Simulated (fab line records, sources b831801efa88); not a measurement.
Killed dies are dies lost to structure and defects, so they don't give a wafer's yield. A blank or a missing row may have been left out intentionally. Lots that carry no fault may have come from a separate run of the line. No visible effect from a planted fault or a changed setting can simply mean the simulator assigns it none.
fab line records	flow sky130
record: lots: 5	wafers: 15	lastDay: 50
route steps=708 shown NWELL@82 PWDE@84 VT_ADJUST_HVTP@85 VT_ADJUST_LVTN@97 VT_ADJUST_NCORE@119 PAD_OPEN@708
lots untouched by any fault: they come from a run of this same line in which no faults occurred
startH: start of the lot's first displayed wafer, in hours after the record's first day	waitH: hours elapsed since this lot's preceding step	" unchanged from the row above	L1.1+2: several wafers, shown together as one row	- no value, or no start given	* or withheld: withheld	< > ~ a bound
route shown NAME@n: names a module that has steps shown in the file, with the first one's number in the route	usual: mean/standard deviation of fault-free wafers	same: alike in all rows	chamber/n: place in a boat	sites: readings site by site	_std_site: standard deviation of those values	_edge_site: the outer-site mean with the inner-site mean subtracted	radiusMm: how far each site lies from the wafer's centre	mask NAME#n: copy n	behind: the tool/chamber that last shaped the wafer	hold: why the lot went on hold/how many hours it stayed there/how the hold came to an end	device: the n, p or np transistor that did not switch	end of line: the same wafers' tests at the end of the route	a step with no rows: only its recipe	killed: not the wafer's yield, but the dies lost to structure and defects at the first sort	map: the dies of a wafer, with x for killed, . for not killed, _ for no die there
set.NAME: the setting the step ran with; set.NAME@STEP: the setting that earlier step ran with	model.NAME: the simulator's own value behind a step, which no gauge read
certain route steps with their lots: each step a table, each wafer a row
services: a tool's chamber out of use, with start hour (startH, from the record's first day; less than 0 if before it), hours out, and reason
== steps ==
step: SKY_NWELL_RS_MEAS_29
recipe: thkMeasGauge: four-point-probe
usual: NWELL_RS: 625.3/1.9
lot.wafer	tool	chamber	startH	waitH	NWELL_RS[ohm/sq]
L622.1	filmMetro-01	-	114.41	0.1	623.6
L622.3	"	-	"	"	625.1
L622.6	"	-	"	"	623.7
L627.1	filmMetro-04	-	139.24	0.1	625.8
L627.4	"	-	"	"	625.3
L627.5	"	-	"	"	627.4
L634.1	filmMetro-01	-	187.01	0.1	624.9
L634.3	"	-	"	"	621.3
L634.6	"	-	"	"	624.7
L640.1	filmMetro-01	-	221.74	0.1	625.6
L640.3	"	-	"	"	626.4
L640.4	"	-	"	"	625.1
L643.3	filmMetro-01	-	236.35	0.1	620.6
L643.5	"	-	"	"	619.8
L643.6	"	-	"	"	623.0
step: SKY_NWELL_RS_MEAS_31
recipe: thkMeasGauge: four-point-probe
usual: PWDE_RS: 5279/16
lot.wafer	tool	chamber	startH	waitH	PWDE_RS[ohm/sq]
L622.1	filmMetro-01	-	114.65	0.1	5280
L622.3	"	-	"	"	5280
L622.6	"	-	"	"	5292
L627.1	filmMetro-04	-	139.48	0.1	5284
L627.4	"	-	"	"	5297
L627.5	"	-	"	"	5301
L634.1	filmMetro-01	-	187.25	0.1	5250
L634.3	"	-	"	"	5262
L634.6	"	-	"	"	5245
L640.1	filmMetro-01	-	221.98	0.1	5285
L640.3	"	-	"	"	5286
L640.4	"	-	"	"	5285
L643.3	filmMetro-01	-	236.59	0.1	5267
L643.5	"	-	"	"	5257
L643.6	"	-	"	"	5258
step: SKY_VT_ADJUST_HVTP_DEHYDRATE_00
recipe: tempC: 200	timeS: 60
step: SKY_VT_ADJUST_HVTP_HMDS_01
recipe: primeTimeS: 60	primeTempC: 120
step: SKY_VT_ADJUST_HVTP_COAT_02
recipe: resist: NOVOLAK	spinRpm: 3000	resistThkNm: 1140
step: SKY_VT_ADJUST_HVTP_SOFTBAKE_03
recipe: tempC: 90	timeS: 60	resist: NOVOLAK
step: SKY_VT_ADJUST_HVTP_EXPOSE_04
recipe: maskId: HVTPM	na: 0.6	sourceShape: conventional	sigmaOuter: 0.6	polarization: unpolarized	targetCdNm: 380	doseMj: 140
step: SKY_VT_ADJUST_HVTP_PEB_05
recipe: tempC: withheld	timeS: *	resist: NOVOLAK
step: SKY_VT_ADJUST_HVTP_DEVELOP_06
recipe: resist: NOVOLAK	developer: TMAH	developTimeS: 60	devTempC: 23
step: SKY_VT_ADJUST_HVTP_CD_MEAS_07
recipe: targetCdNm: 380
usual: cdNm: 379.7/2.3
lot.wafer	tool	chamber	startH	waitH	cdNm
L622.1	cdSem-01	-	133.48	0.1	376.2
L622.3	"	-	"	"	375.7
L622.6	"	-	"	"	375.0
L627.1	cdSem-02	-	159.04	0.1	380.0
L627.4	"	-	"	"	381.8
L627.5	"	-	"	"	381.7
L634.1	cdSem-02	-	208.43	0.1	377.0
L634.3	"	-	"	"	378.3
L634.6	"	-	"	"	378.6
L640.1	cdSem-01	-	244.52	0.1	377.5
L640.3	"	-	"	"	378.8
L640.4	"	-	"	"	378.4
L643.3	cdSem-02	-	259.73	0.1	383.2
L643.5	"	-	"	"	381.7
L643.6	"	-	"	"	384.6
step: SKY_VT_ADJUST_HVTP_OVL_MEAS_08
usual: VT_ADJUST_HVTP_OVL: -1.5/1.4
lot.wafer	tool	chamber	startH	waitH	VT_ADJUST_HVTP_OVL[nm]
L622.1	overlay-02	-	133.60	0.1	-1.0
L622.3	"	-	"	"	-1.2
L622.6	"	-	"	"	-1.0
L627.1	overlay-02	-	159.16	0.1	-1.4
L627.4	"	-	"	"	-1.6
L627.5	"	-	"	"	-0.4
L634.1	overlay-01	-	208.55	0.1	-2.1
L634.3	"	-	"	"	-0.7
L634.6	"	-	"	"	-1.4
L640.1	overlay-01	-	244.64	0.1	-0.1
L640.3	"	-	"	"	-1.4
L640.4	"	-	"	"	0.2
L643.3	overlay-02	-	259.82	0.1	-2.7
L643.5	"	-	"	"	-3.1
L643.6	"	-	"	"	-2.7
step: SKY_VT_ADJUST_HVTP_IMPLANT_09
recipe: species: As	energyKev: 150	doseCm2: 4.3e+12	tiltDeg: withheld
usual: beamOnS: 10.00/0.2	faradayCurrentUA: 24.3/0.48
same: implantIonAmu: 75
lot.wafer	tool	chamber	startH	waitH	beamOnS	faradayCurrentUA
L622.1	implanter-04	0	133.63	0.0	9.67	25.1
L622.3	"	0	"	"	9.90	24.5
L622.6	"	0	"	"	9.97	24.3
L627.1	implanter-01	0	159.20	0.0	10.00	24.2
L627.4	"	0	"	"	9.92	24.5
L627.5	"	0	"	"	10.07	24.0
L634.1	implanter-04	0	209.03	0.5	10.07	24.0
L634.3	"	0	"	"	9.73	24.8
L634.6	"	0	"	"	10.13	23.9
L640.1	implanter-01	0	244.67	0.0	9.57	25.3
L640.3	"	0	"	"	10.09	23.9
L640.4	"	0	"	"	10.27	23.7
L643.3	implanter-04	0	259.90	0.1	9.82	24.8
L643.5	"	0	"	"	10.11	24.0
L643.6	"	0	"	"	9.61	25.1
step: SKY_VT_ADJUST_HVTP_STRIP_10
recipe: chemistry: O2/N2	powerW: 1400	pressureMtorr: 1500	platenTempC: withheld	o2FlowSccm: 3000	n2FlowSccm: 300	overashFraction: 0.5
usual: drypumpMotorCurrentA: 5.55/0.26	oesProductAu: 0.716/0.0046	stripTimeToEndpointS: 14.19/0.043
lot.wafer	tool	chamber	startH	waitH	drypumpMotorCurrentA	oesProductAu	rfHoursCounterH	stripTimeToEndpointS
L622.1	plasmaAsher-04	1	133.78	0.1	5.86	0.721	2	14.23
L622.3	"	1	"	"	5.87	0.727	-	14.21
L622.6	"	0	"	"	5.67	0.711	-	14.22
L627.1	plasmaAsher-04	1	159.35	0.1	5.86	0.713	4	14.21
L627.4	"	1	"	"	5.85	0.712	-	14.19
L627.5	"	1	"	"	5.86	0.720	-	14.19
L634.1	plasmaAsher-04	0	209.18	0.1	5.68	0.714	9	14.20
L634.3	"	1	"	"	5.87	0.712	-	14.17
L634.6	"	1	"	"	5.85	0.707	-	14.21
L640.1	plasmaAsher-03	1	244.82	0.1	5.20	0.715	43	14.25
L640.3	"	1	"	"	5.21	0.713	-	14.20
L640.4	"	0	"	"	5.38	0.712	-	14.23
L643.3	plasmaAsher-04	0	260.03	0.1	5.68	0.719	-	14.14
L643.5	"	0	"	"	5.71	0.716	-	14.12
L643.6	"	1	"	"	5.85	0.714	-	14.10
step: SKY_VT_ADJUST_HVTP_TW_MEAS_11
usual: VT_ADJUST_HVTP_TW: 1350/6.2
lot.wafer	tool	chamber	startH	waitH	VT_ADJUST_HVTP_TW
L622.1	filmMetro-04	-	133.88	0.1	1353
L622.3	"	-	"	"	1342
L622.6	"	-	"	"	1349
L627.1	filmMetro-03	-	159.45	0.1	1334
L627.4	"	-	"	"	1334
L627.5	"	-	"	"	1339
L634.1	filmMetro-04	-	209.28	0.1	1365
L634.3	"	-	"	"	1349
L634.6	"	-	"	"	1354
L640.1	filmMetro-02	-	244.92	0.1	1334
L640.3	"	-	"	"	1349
L640.4	"	-	"	"	1349
L643.3	filmMetro-02	-	260.12	0.1	1347
L643.5	"	-	"	"	1345
L643.6	"	-	"	"	1346
step: SKY_VT_ADJUST_LVTN_DEHYDRATE_00
recipe: tempC: 200	timeS: 60
step: SKY_VT_ADJUST_LVTN_HMDS_01
recipe: primeTimeS: 60	primeTempC: 120
step: SKY_VT_ADJUST_LVTN_COAT_02
recipe: spinRpm: 2000	resistThkNm: 3000
step: SKY_VT_ADJUST_LVTN_SOFTBAKE_03
recipe: tempC: 110	timeS: withheld
step: SKY_VT_ADJUST_LVTN_EXPOSE_04
recipe: maskId: NWM_COMPLEMENT_LESS_NATIVE	na: 0.6	sourceShape: conventional	sigmaOuter: 0.6	polarization: unpolarized	targetCdNm: 840	doseMj: 194
step: SKY_VT_ADJUST_LVTN_PEB_05
recipe: tempC: 115	timeS: withheld
step: SKY_VT_ADJUST_LVTN_DEVELOP_06
recipe: wallAngleDeg: 90	developer: TMAH	developTimeS: 60	devTempC: 23
step: SKY_VT_ADJUST_LVTN_OVL_MEAS_07
usual: VT_ADJUST_LVTN_OVL: 0.7/1.3
lot.wafer	tool	chamber	startH	waitH	VT_ADJUST_LVTN_OVL[nm]
L622.1	overlay-02	-	153.78	-	-0.4
L622.3	"	-	"	"	-1.1
L622.6	"	-	"	"	-0.8
L627.1	overlay-01	-	179.22	-	1.0
L627.4	"	-	"	"	2.7
L627.5	"	-	"	"	3.3
L634.1	overlay-01	-	230.23	-	-0.1
L634.3	"	-	"	"	0.6
L634.6	"	-	"	"	2.6
L640.1	overlay-02	-	268.30	-	-1.1
L640.3	"	-	"	"	-0.5
L640.4	"	-	"	"	-0.1
L643.3	overlay-01	-	283.62	-	-0.5
L643.5	"	-	"	"	-1.2
L643.6	"	-	"	"	-1.0
step: SKY_VT_ADJUST_LVTN_IMPLANT_08
recipe: species: B	energyKev: 30	doseCm2: 1.57e+12	tiltDeg: withheld
step: SKY_VT_ADJUST_LVTN_STRIP_09
recipe: chemistry: O2/N2	powerW: 1400	pressureMtorr: 1500	platenTempC: withheld	o2FlowSccm: 3000	n2FlowSccm: 300	overashFraction: 0.5
usual: drypumpMotorCurrentA: 5.5/0.3	oesProductAu: 0.723/0.005	stripTimeToEndpointS: 36.94/0.096
lot.wafer	tool	chamber	startH	waitH	drypumpMotorCurrentA	oesProductAu	rfHoursCounterH	stripTimeToEndpointS
L622.1	plasmaAsher-03	0	153.96	0.1	5.4	0.725	35	37.03
L622.3	"	0	"	"	5.4	0.718	-	36.90
L622.6	"	1	"	"	5.2	0.722	-	36.89
L627.1	plasmaAsher-03	1	179.40	0.1	5.2	0.714	37	36.79
L627.4	"	0	"	"	5.4	0.721	-	36.82
L627.5	"	0	"	"	5.4	0.720	-	36.73
L634.1	plasmaAsher-02	1	230.41	0.1	5.4	0.721	52	36.93
L634.3	"	0	"	"	6.1	0.722	-	36.85
L634.6	"	1	"	"	5.3	0.723	-	36.94
L640.1	plasmaAsher-03	1	268.49	0.1	5.2	0.716	45	36.88
L640.3	"	0	"	"	5.4	0.720	-	36.82
L640.4	"	1	"	"	5.2	0.725	-	36.89
L643.3	plasmaAsher-03	1	283.82	0.1	5.2	0.728	-	37.07
L643.5	"	1	"	"	5.2	0.718	-	36.98
L643.6	"	0	"	"	5.4	0.728	-	36.95
step: SKY_VT_ADJUST_LVTN_TW_MEAS_10
usual: VT_ADJUST_LVTN_TW: 241.4/1.7
lot.wafer	tool	chamber	startH	waitH	VT_ADJUST_LVTN_TW
L622.1	filmMetro-04	-	154.06	0.1	239.7
L622.3	"	-	"	"	239.3
L622.6	"	-	"	"	239.6
L627.1	filmMetro-01	-	179.50	0.1	243.7
L627.4	"	-	"	"	244.0
L627.5	"	-	"	"	243.5
L634.1	filmMetro-01	-	230.51	0.1	242.1
L634.3	"	-	"	"	242.9
L634.6	"	-	"	"	243.5
L640.1	filmMetro-02	-	268.59	0.1	238.7
L640.3	"	-	"	"	237.7
L640.4	"	-	"	"	239.0
L643.3	filmMetro-04	-	283.91	0.1	241.4
L643.5	"	-	"	"	240.8
L643.6	"	-	"	"	241.9
step: SKY_VT_ADJUST_LVTN_DEHYDRATE_11
recipe: tempC: 200	timeS: 60
step: SKY_VT_ADJUST_LVTN_HMDS_12
recipe: primeTimeS: 60	primeTempC: 120
step: SKY_VT_ADJUST_LVTN_COAT_13
recipe: resist: NOVOLAK	spinRpm: 3000	resistThkNm: 1140
step: SKY_VT_ADJUST_LVTN_SOFTBAKE_14
recipe: tempC: 90	timeS: 60	resist: NOVOLAK
step: SKY_VT_ADJUST_LVTN_EXPOSE_15
recipe: maskId: HVN_STD_DERIVED	na: 0.6	sourceShape: conventional	sigmaOuter: 0.6	polarization: unpolarized	targetCdNm: 600	doseMj: 163
step: SKY_VT_ADJUST_LVTN_PEB_16
recipe: tempC: withheld	timeS: *	resist: NOVOLAK
step: SKY_VT_ADJUST_LVTN_DEVELOP_17
recipe: resist: NOVOLAK	developer: TMAH	developTimeS: 60	devTempC: 23
step: SKY_VT_ADJUST_LVTN_OVL_MEAS_18
usual: VT_ADJUST_LVTN_01_OVL: -0.8/1.3
lot.wafer	tool	chamber	startH	waitH	VT_ADJUST_LVTN_01_OVL[nm]
L622.1	overlay-01	-	173.37	0.1	0.9
L622.3	"	-	"	"	0.4
L622.6	"	-	"	"	-0.1
L627.1	overlay-02	-	200.68	0.1	-1.4
L627.4	"	-	"	"	-1.8
L627.5	"	-	"	"	-1.9
L634.1	overlay-01	-	254.07	0.1	1.4
L634.3	"	-	"	"	-0.8
L634.6	"	-	"	"	0.5
L640.1	overlay-01	-	291.63	0.1	-1.6
L640.3	"	-	"	"	-2.4
L640.4	"	-	"	"	-2.6
L643.3	overlay-01	-	308.54	0.1	-3.2
L643.5	"	-	"	"	-2.9
L643.6	"	-	"	"	-1.5
step: SKY_VT_ADJUST_LVTN_IMPLANT_19
recipe: species: B	energyKev: 30	doseCm2: 6.5e+11	tiltDeg: withheld
step: SKY_VT_ADJUST_LVTN_STRIP_20
recipe: chemistry: O2/N2	powerW: 1400	pressureMtorr: 1500	platenTempC: withheld	o2FlowSccm: 3000	n2FlowSccm: 300	overashFraction: 0.5
usual: drypumpMotorCurrentA: 5.58/0.29	oesProductAu: 0.716/0.0047	stripTimeToEndpointS: 14.19/0.041
lot.wafer	tool	chamber	startH	waitH	drypumpMotorCurrentA	oesProductAu	rfHoursCounterH	stripTimeToEndpointS
L622.1	plasmaAsher-04	1	173.55	0.1	5.86	0.716	6	14.19
L622.3	"	1	"	"	5.87	0.721	-	14.13
L622.6	"	0	"	"	5.70	0.713	-	14.16
L627.1	plasmaAsher-04	0	200.86	0.1	5.70	0.723	8	14.27
L627.4	"	0	"	"	5.70	0.711	-	14.24
L627.5	"	1	"	"	5.86	0.720	-	14.25
L634.1	plasmaAsher-02	1	254.25	0.1	5.36	0.711	55	14.18
L634.3	"	1	"	"	5.36	0.716	-	14.20
L634.6	"	0	"	"	6.05	0.723	-	14.12
L640.1	plasmaAsher-03	0	291.84	0.1	5.42	0.717	47	14.27
L640.3	"	0	"	"	5.42	0.707	-	14.23
L640.4	"	1	"	"	5.19	0.716	-	14.23
L643.3	plasmaAsher-03	1	308.75	0.1	5.19	0.718	-	14.16
L643.5	"	1	"	"	5.20	0.712	-	14.15
L643.6	"	0	"	"	5.38	0.710	-	14.16
step: SKY_VT_ADJUST_LVTN_TW_MEAS_21
usual: VT_ADJUST_LVTN_2_TW: 187.5/1.5
lot.wafer	tool	chamber	startH	waitH	VT_ADJUST_LVTN_2_TW
L622.1	filmMetro-04	-	173.65	0.1	187.7
L622.3	"	-	"	"	187.2
L622.6	"	-	"	"	187.4
L627.1	filmMetro-02	-	200.96	0.1	186.4
L627.4	"	-	"	"	186.2
L627.5	"	-	"	"	186.0
L634.1	filmMetro-04	-	254.35	0.1	187.5
L634.3	"	-	"	"	188.9
L634.6	"	-	"	"	187.8
L640.1	filmMetro-02	-	291.94	0.1	184.8
L640.3	"	-	"	"	184.8
L640.4	"	-	"	"	185.9
L643.3	filmMetro-02	-	308.83	0.1	185.5
L643.5	"	-	"	"	184.3
L643.6	"	-	"	"	185.7
step: SKY_VT_ADJUST_NCORE_DEHYDRATE_00
recipe: tempC: 200	timeS: 60
step: SKY_VT_ADJUST_NCORE_HMDS_01
recipe: primeTimeS: 60	primeTempC: 120
step: SKY_VT_ADJUST_NCORE_COAT_02
recipe: resist: NOVOLAK	spinRpm: 3000	resistThkNm: 1140
step: SKY_VT_ADJUST_NCORE_SOFTBAKE_03
recipe: tempC: 90	timeS: 60	resist: NOVOLAK
step: SKY_VT_ADJUST_NCORE_EXPOSE_04
recipe: maskId: LVTN_COMPLEMENT_THIN	na: 0.6	sourceShape: conventional	sigmaOuter: 0.6	polarization: unpolarized	targetCdNm: 380	doseMj: 139
step: SKY_PAD_OPEN_PROBE_99
usual: killed_at_M0_to_M3: 44/6.9	killed_at_M4_up: 3.3/2.1	killedAtContacts: 24/4.8	killedAtFrontEnd: 15/4.4	killedAtOther: 0.2/0.48	killedDies: 87/9.5	killedOpen: 48/6.5	killedShort: 39/6.3
same: grossDies: 492	killedAtBackSide: 0
lot.wafer	tool	chamber	startH	waitH	killed_at_M0_to_M3	killed_at_M4_up	killedAtContacts	killedAtFrontEnd	killedAtOther	killedDies	killedOpen	killedShort	model.etest.tipP.rsOhmSq	model.etest.tipP.rsOhmSqRange	model.etest.pfet_01v8.driveUaUm	model.etest.pfet_01v8_mvt.driveUaUm	model.etest.pfet_01v8.driveUaUmRange	model.etest.pfet_01v8_mvt.offLog10AUm	model.etest.pfet_01v8.offLog10AUm	model.etest.pfet_01v8_hvt.offLog10AUm
L622.1	prober-02	-	1086.03	0.1	33	1	24	14	0	72	41	31	6811	190.2	191.6	149.9	9.793	-10.62	-9.774	-13.08
L622.3	prober-02	-	1086.13	0.2	42	2	26	11	0	81	46	35	6770	215.8	194	152.9	7.363	-10.54	-9.601	-13.13
L622.6	prober-02	-	1086.28	0.2	42	3	23	14	0	82	31	50	6768	119.6	191.9	151.7	4.641	-10.68	-9.882	-13.11
L627.1	prober-02	-	1111.20	0.1	50	7	21	22	0	100	49	51	6563	362.7	206.1	162	15.63	-9.66	-8.831	-12.6
L627.4	prober-02	-	1111.35	0.2	44	4	11	17	0	76	34	42	6627	371.3	192.9	154.2	9.276	-9.961	-9.411	-12.99
L627.5	prober-02	-	1111.40	0.2	31	3	19	25	0	78	44	34	6580	306.5	199.8	159.7	14.28	-9.623	-8.951	-12.88
L634.1	prober-01	-	1155.16	0.1	40	1	20	7	1	69	39	30	6793	126.5	192.6	153.9	5.944	-10.46	-9.557	-12.87
L634.3	prober-01	-	1155.26	0.2	53	6	22	10	0	91	46	45	6871	209.7	194.2	153.4	5.911	-10.65	-9.67	-13.11
L634.6	prober-01	-	1155.41	0.2	44	0	18	14	2	78	42	36	6815	88.65	194.1	153.3	3.18	-10.77	-9.559	-13.09
L640.1	prober-01	-	1179.99	0.1	34	1	24	19	0	78	46	32	6854	94.66	194.8	155.3	7.855	-10.59	-9.68	-13.11
L640.3	prober-01	-	1180.09	0.2	33	0	27	16	0	76	39	37	6909	227.5	189.4	150.2	4.468	-10.7	-9.953	-13.2
L640.4	prober-01	-	1180.14	0.2	45	2	26	16	0	89	56	33	6843	162.8	199.4	155.5	4.322	-10.38	-9.415	-12.98
L643.3	prober-02	-	1191.35	0.2	36	4	23	15	0	78	38	40	6875	161.3	195.9	154.9	4.58	-10.4	-9.272	-12.84
L643.5	prober-02	-	1191.45	0.2	52	3	20	15	1	91	45	46	6837	120.9	194.5	151.3	8.541	-10.72	-9.457	-12.96
L643.6	prober-02	-	1191.50	0.2	54	2	21	11	0	88	52	36	6867	192.4	191.1	151.4	5.658	-10.68	-9.818	-13.12
killed by level:class
L622.1 CONTACT:geometricParticle:open=12 VIA2:geometricParticle:open=6 METAL2:geometricParticle:short=6 VIA3:geometricParticle:open=6 CONTACT:geometricParticle:short=5 VIA1:geometricParticle:open=5 POLY_GATE:geometricParticle:short=4 LI_CONTACT:geometricParticle:open=3
L622.3 VIA2:geometricParticle:open=10 LOCAL_INTERCONNECT:geometricParticle:short=8 CONTACT:geometricParticle:open=8 VIA3:geometricParticle:open=8 VIA1:geometricParticle:open=6 LI_CONTACT:geometricParticle:open=5 VIA1:geometricParticle:short=5 FIELD_ISO:geometricParticle:open=4
L622.6 VIA1:geometricParticle:short=10 CONTACT:geometricParticle:open=8 FIELD_ISO:geometricParticle:short=7 LI_CONTACT:geometricParticle:open=5 LOCAL_INTERCONNECT:geometricParticle:short=5 VIA2:geometricParticle:open=5 VIA2:geometricParticle:short=5 METAL3:geometricParticle:short=5
L627.1 VIA1:geometricParticle:open=11 METAL1:geometricParticle:short=10 FIELD_ISO:geometricParticle:short=7 FIELD_ISO:geometricParticle:open=6 LI_CONTACT:geometricParticle:open=6 LOCAL_INTERCONNECT:geometricParticle:short=6 VIA3:geometricParticle:open=6 POLY_GATE:geometricParticle:open=4
L627.4 METAL1:geometricParticle:short=9 VIA1:geometricParticle:open=8 METAL2:geometricParticle:short=7 FIELD_ISO:geometricParticle:open=5 POLY_GATE:geometricParticle:short=4 VIA1:geometricParticle:short=4 FIELD_ISO:geometricParticle:short=3 VIA2:geometricParticle:open=3
L627.5 LI_CONTACT:geometricParticle:open=8 FIELD_ISO:geometricParticle:short=6 POLY_GATE:geometricParticle:open=6 VIA1:geometricParticle:open=6 METAL1:geometricParticle:short=6 VIA2:geometricParticle:open=5 CONTACT:geometricParticle:open=5 FIELD_ISO:geometricParticle:open=4
L634.1 VIA1:geometricParticle:open=12 VIA3:geometricParticle:open=8 LOCAL_INTERCONNECT:geometricParticle:short=6 VIA2:geometricParticle:open=6 CONTACT:geometricParticle:short=5 CONTACT:geometricParticle:open=5 LI_CONTACT:geometricParticle:open=4 METAL1:geometricParticle:short=3
L634.3 VIA1:geometricParticle:open=12 VIA3:geometricParticle:open=8 METAL1:geometricParticle:short=7 VIA2:geometricParticle:open=7 CONTACT:geometricParticle:open=7 VIA1:geometricParticle:short=7 CONTACT:geometricParticle:short=6 LOCAL_INTERCONNECT:geometricParticle:short=5
L634.6 VIA2:geometricParticle:open=10 CONTACT:geometricParticle:open=7 METAL2:geometricParticle:short=7 METAL1:geometricParticle:short=6 VIA1:geometricParticle:open=5 VIA3:geometricParticle:open=5 FIELD_ISO:geometricParticle:open=4 LOCAL_INTERCONNECT:geometricParticle:short=4
L640.1 VIA1:geometricParticle:open=12 POLY_GATE:geometricParticle:open=10 LI_CONTACT:geometricParticle:open=7 CONTACT:geometricParticle:open=7 LOCAL_INTERCONNECT:geometricParticle:short=5 METAL2:geometricParticle:short=5 FIELD_ISO:geometricParticle:short=4 CONTACT:geometricParticle:short=4
L640.3 CONTACT:geometricParticle:open=10 VIA1:geometricParticle:open=8 VIA1:geometricParticle:short=7 LI_CONTACT:geometricParticle:open=5 CONTACT:geometricParticle:short=5 FIELD_ISO:geometricParticle:open=4 FIELD_ISO:geometricParticle:short=4 POLY_GATE:geometricParticle:open=4
L640.4 CONTACT:geometricParticle:open=14 VIA1:geometricParticle:open=14 VIA2:geometricParticle:open=11 LI_CONTACT:geometricParticle:open=5 FIELD_ISO:geometricParticle:short=4 POLY_GATE:geometricParticle:open=4 POLY_GATE:geometricParticle:short=4 METAL1:geometricParticle:short=4
L643.3 LI_CONTACT:geometricParticle:open=10 FIELD_ISO:geometricParticle:short=6 LOCAL_INTERCONNECT:geometricParticle:short=6 METAL2:geometricParticle:short=6 VIA2:geometricParticle:open=6 VIA1:geometricParticle:open=5 METAL1:geometricParticle:short=4 VIA3:geometricParticle:open=4
L643.5 VIA1:geometricParticle:open=8 METAL1:geometricParticle:short=8 METAL2:geometricParticle:short=8 LI_CONTACT:geometricParticle:open=7 FIELD_ISO:geometricParticle:short=5 FIELD_ISO:geometricParticle:open=5 VIA2:geometricParticle:open=5 VIA2:geometricParticle:short=5
L643.6 VIA1:geometricParticle:open=11 VIA3:geometricParticle:open=8 LI_CONTACT:geometricParticle:open=7 VIA2:geometricParticle:open=7 CONTACT:geometricParticle:open=7 METAL1:geometricParticle:short=5 VIA1:geometricParticle:short=5 FIELD_ISO:geometricParticle:open=4
== services ==
tool	chamber	startH	hours	kind
implanter-04	-	112.08	19.5	pm
plasmaAsher-03	-	116.08	3.6	repair
plasmaAsher-04	0	117.75	-	clean
plasmaAsher-04	1	117.75	-	clean
plasmaAsher-03	-	135.07	4.3	repair
plasmaAsher-02	-	155.98	1.5	repair
plasmaAsher-03	-	190.02	7.8	repair
plasmaAsher-03	-	198.12	1.5	repair
plasmaAsher-03	-	208.38	2.8	pm
plasmaAsher-03	-	211.58	2.3	repair
plasmaAsher-03	-	217.37	2.9	repair
plasmaAsher-04	-	241.08	2.8	pm
plasmaAsher-04	-	244.00	10.5	repair
implanter-04	-	279.34	3.7	pm
implanter-01	-	280.49	135.9	pm
== key ==
firstSign: step: SKY_VT_ADJUST_HVTP_TW_MEAS_11	reading: VT_ADJUST_HVTP_TW	direction: down	sigmas: 2.3	usual: 1350	struck: 1335
effect none on later readings
modelEffect: step: SKY_PAD_OPEN_PROBE_99	value: etest.tipP.rsOhmSq	without: 6784	struck: 6590
metAt SKY_VT_ADJUST_HVTP_IMPLANT_09
struckWafers L627.1,L627.4,L627.5
testerLeftOut L627
alsoFits SKY_VT_ADJUST_LVTN_STRIP_20:plasmaAsher-04
fault: kind: processParameterDrift	tool: implanter-01	chamber: -	onsetH: 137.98	steps: SKY_VT_ADJUST_HVTP_IMPLANT_09	channel: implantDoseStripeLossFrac	offset: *	shape: step	endH: 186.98
testerLeftOut: of these lots the tester's yield and bins aren't shown, on N5 and GAA mostly nor the transistor test; their killed dies are dies lost to structure and defects alone, not to doping, threshold or leakage, so they don't give the yield
